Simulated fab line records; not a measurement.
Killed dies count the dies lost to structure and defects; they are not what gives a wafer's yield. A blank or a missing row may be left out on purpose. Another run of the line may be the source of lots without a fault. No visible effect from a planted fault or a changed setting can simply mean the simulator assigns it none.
Struck lot and sound lot, side by side ; flow gf180mcu ; 17 steps out of a route of 602
Sound: the wafers L803.2, L803.3, L803.5. Struck: wafer L809.5. (L809.4 of the same lot was not struck and is left out.) The cause comes at the end.
Order at every step that has rows: each side's tool, ch and its chambers, its first start. Under that, the readings that differ: sound wafers ; struck wafers ; difference of the means ; sigmas: that difference in standard deviations of wafers without a fault.
alike: words and numbers the same on both sides, and readings whose means are apart by under 2 such deviations; not compared: readings that were withheld, readings missing a value for some wafer, numbers with overlapping values and no deviation given by the record, and bounds like >300 which may hide the same value.
The two part at a step that has a row with sigmas, a row that says differs or no value, or rows on one side only. Numbers that don't overlap but have no deviation are shown without sigmas and don't part them. A reading that every wafer of one side lacks parts them only if that side has two wafers or more.

GF_STI_BOW_MEAS_00:
  sound on film-metro-03, day 2 21:01; struck on film-metro-03, day 4 03:04
reading;sound;struck;difference;sigmas
INCOMING_BOW (um);1 -3 -2;-14;-13;-2
then, 1 step without rows for these wafers: GF_STI_OXIDATION_01 (stabilise 600 s, purge 300 s, target thk 10 nm).
GF_STI_THK_MEAS_02:
  sound on film-metro-03, day 2 22:43; struck on film-metro-04, day 4 04:32
  alike: STI_OXIDATION_THK
then, 1 step without rows for these wafers: GF_STI_CVD_03 (deposits Si3N4 from DCS/NH3, target thk 207.16 nm, time 3551 s).
GF_STI_THK_MEAS_04:
  sound on film-metro-04, day 3 01:44; struck on film-metro-02, day 4 06:35
reading;sound;struck;difference;sigmas
STI_CVD_03_THK (nm);206.5 203.5 205.9;210.0;+4.7;+2
then, 4 steps without rows for these wafers: GF_STI_DEHYDRATE_05 (time 60 s); GF_STI_HMDS_06 (prime time 60 s); GF_STI_COAT_07 (resist thk 700 nm); GF_STI_SOFTBAKE_08 (time 60 s).
GF_STI_EXPOSE_09: exposes mask COMP, target cd 220 nm.
  sound on krf-scanner-01 ch 0, day 3 07:32; struck on krf-scanner-02 ch 0, day 4 13:23
  alike: mask
then, 2 steps without rows for these wafers: GF_STI_PEB_10 (peb time 90 s); GF_STI_DEVELOP_11 (develop time 60 s).
GF_STI_CD_MEAS_12 targets a cd of 220 nm.
  sound on cd-sem-01, day 3 14:24; struck on cd-sem-01, day 4 19:54
reading;sound;struck;difference;sigmas
cd-nm (nm);221.0 220.4 220.5;185.6;-35.0;-23
GF_STI_ETCH_13: etches the open film in CHF3/O2, stops on Si, target depth 282.31 nm, time 112.9 s.
  sound on rie-diel-03 ch 1,2,3, day 3 14:30; struck on rie-diel-03 ch 3, day 4 19:58
reading;sound;struck;difference;sigmas
model.STI.cd-nm (nm);220.5 220.1 220.6;185.7;-34.7;
  alike: drypump-motor-current-A, oes-product-au, throttle-valve-pct
  not compared: rf-hours-counter-h
GF_STI_ETCH_14: etches Si in HBr/Cl2/O2, target depth 360 nm, time 102.9 s.
  sound on rie-si-02 ch 0,3, day 3 14:35; struck on rie-si-01 ch 0, day 4 20:02
reading;sound;struck;difference;sigmas
model.STI.cd-nm (nm);224.2 217.7 222.3;186.3;-35.1;
  alike: drypump-motor-current-A, oes-product-au, throttle-valve-pct
  not compared: rf-hours-counter-h
GF_STI_STRIP_15: strips in O2/N2.
  sound on plasma-asher-02 ch 0,1, day 3 14:40; struck on plasma-asher-02 ch 0, day 4 20:09
  alike: drypump-motor-current-A, heater-power-w, oes-product-au, strip-time-to-endpoint-s
  not compared: rf-hours-counter-h
-- the record jumps here: 28 days lie between the struck wafers' starts before and after (it left off in module STI and takes up again in module PASSIVATION, whose first step shown is number 602 of the route) --
GF_PASSIVATION_PROBE_99:
  only the struck wafers here have rows in the record (prober-02, day 32 22:00); the sound ones have none

WHERE THEY PART
At GF_STI_BOW_MEAS_00 first; at GF_PASSIVATION_PROBE_99 last (within this record only).

WHY: what the simulator had put in
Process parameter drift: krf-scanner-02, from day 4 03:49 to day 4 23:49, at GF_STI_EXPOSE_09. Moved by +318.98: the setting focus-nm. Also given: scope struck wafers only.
